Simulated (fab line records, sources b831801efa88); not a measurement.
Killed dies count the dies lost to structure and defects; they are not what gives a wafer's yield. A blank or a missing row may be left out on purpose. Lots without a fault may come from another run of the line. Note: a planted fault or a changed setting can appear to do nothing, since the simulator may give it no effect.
Which tool did it?    flow sky130    Sampling: 7 lots, 21 wafers, 2 of 708 route steps

WHAT EACH GAUGE READ, for each wafer
SKY_SD_N_TW_MEAS_12.
lot   measured      on             SD_N_TW
L950  day 28 11:21  film-metro-03  4028 4031 4037
L952  day 29 04:20  film-metro-04  4010 4035 4022
L954  day 30 09:29  film-metro-01  4023 4006 4036
L960  day 32 02:20  film-metro-04  4020 4026 4035
L961  day 32 20:14  film-metro-04  4023 4015 4007
L966  day 34 03:14  film-metro-04  3983 4034 4019
L969  day 35 06:05  film-metro-03  4035 4034 4049

WHICH TOOL RAN EACH LOT (tool, then ch and the chambers of the sampled wafers, then the start)
lot   SKY_LDD_HVP_STRIP_09
L950  plasma-asher-03 ch 0,1, day 22 07:37
L952  plasma-asher-02 ch 1, day 22 21:55
L954  plasma-asher-03 ch 1, day 24 04:37
L960  plasma-asher-02 ch 0,1, day 26 01:18
L961  plasma-asher-01 ch 0,1, day 26 17:42
L966  plasma-asher-03 ch 1, day 28 02:55
L969  plasma-asher-03 ch 0,1, day 29 08:52
- SKY_LDD_HVP_STRIP_09: strips in O2/N2.

THE ANSWER, worked out from the rows above alone
Rule: usual is defined by the lots themselves. The widest of any qualifying gaps counts: lots, ordered by their means at a reading, are off when they make up no more than a third of the lots, leave a main group of 4 or more, and stand apart from it by 3 or more times the standard deviation of that group's means. A main group is skipped when, at the precision printed for the reading in the tables above, its means are all equal. Also off: a lot with no number at a reading for which 4 or more lots have one. Any other lot the step has rows for is counted as sound.
None of the lots is off at any reading shown; this tells nothing.

WHAT THE SIMULATOR HAD PUT IN
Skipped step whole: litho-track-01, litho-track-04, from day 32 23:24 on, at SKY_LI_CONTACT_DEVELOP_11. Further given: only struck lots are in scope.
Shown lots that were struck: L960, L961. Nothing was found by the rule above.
